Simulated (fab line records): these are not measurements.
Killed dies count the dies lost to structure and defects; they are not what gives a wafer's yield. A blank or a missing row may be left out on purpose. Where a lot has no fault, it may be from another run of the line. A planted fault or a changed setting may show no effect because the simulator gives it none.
2 desks looking at one fault :: flow gf180mcu :: what lay behind the numbers comes last; until then each desk has only its own

FOR THE TOOL OWNER'S DESK: cvdW-01
The tool's own readings at GF_V3_CVD_23 (deposits W, target thk 350 nm, time 104.9 s): means of the sampled wafers that have a number, for each lot that ran on this tool. Any lot whose mean is over 4 standard deviations away from the usual mean is out of limits and marked OUT; that distance is given in the brackets.
Columns: A = chamberPressureTorr at GF_V3_CVD_23, usual 40.01 Torr; B = heaterPowerW at GF_V3_CVD_23, usual 863 W; C = susceptorTempC at GF_V3_CVD_23, usual 400.00 C
lot: L440
first seen here: day 23 05:26
A: 40.00
B: 716
C: 400.32

lot: L442
first seen here: day 23 22:53
A: 39.92
B: 719
C: 399.98

lot: L449
first seen here: day 26 09:23
A: 39.92
B: 874
C: 429.87 (+99 or more) OUT

lot: L450
first seen here: day 26 11:38
A: 40.02
B: 867
C: 429.81 (+99 or more) OUT
This desk's verdict: out of limits on L449, L450, starting with L449 at day 26 09:23 (susceptorTempC at GF_V3_CVD_23). In limits: L440, L442.

METROLOGY DESK
Lot by lot, what the gauges showed, no matter which tool ran the lot: averages of those sampled wafers that carry a number. Any lot whose mean is over 4 standard deviations away from the usual mean is out of limits and marked OUT; that distance is given in the brackets.
Columns: A = M3_ALCU_RS at GF_M3_RS_MEAS_05, usual 0.0695 ohm/sq; B = V3_W_RS at GF_V3_RS_MEAS_24, usual 0.327 ohm/sq; C = V3_W_THK at GF_V3_THK_MEAS_25, usual 349 nm
lot: L438
first seen here: day 20 09:42
A: 0.0700
B: 0.328
C: 354

lot: L439
first seen here: day 21 03:20
A: 0.0712
B: 0.334
C: 342

lot: L440
first seen here: day 21 04:56
A: 0.0692
B: 0.326
C: 349

lot: L442
first seen here: day 21 23:14
A: 0.0702
B: 0.329
C: 346

lot: L441
first seen here: day 22 01:18
A: 0.0712
B: 0.332
C: 339

lot: L449
first seen here: day 24 11:50
A: 0.0695
B: 0.196 (-32) OUT
C: 564 (+39) OUT

lot: L450
first seen here: day 24 14:27
A: 0.0683
B: 0.193 (-33) OUT
C: -

lot: L458
first seen here: day 26 23:39
A: 0.0686
B: 0.324
C: 350

lot: L459
first seen here: day 27 06:46
A: 0.0698
B: 0.324
C: 349

lot: L461
first seen here: day 28 01:16
A: 0.0685
B: 0.327
C: 346
This desk finds L449, L450 out of limits, with the earliest case on L449 at day 26 09:30 (V3_W_RS at GF_V3_RS_MEAS_24). In limits: L438, L439, L440, L442, L441, L458, L459, L461.

ALL TOGETHER
On L449, L450, at day 26 09:23, an alarm was possible from the tool owner's desk.
At day 26 09:30 the metrology desk could have sounded an alarm, on L449, L450.
On cvdW-01, each named lot ran GF_V3_CVD_23.

WHAT THE SIMULATOR PUT IN
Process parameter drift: cvdW-01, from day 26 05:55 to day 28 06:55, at GF_V3_CVD_23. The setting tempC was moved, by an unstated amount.
Shown lots that were struck: L449, L450.
Delay (hours) between the fault's onset and each desk's first out-of-limits reading: 3 at the tool owner's desk, 4 at the metrology desk.
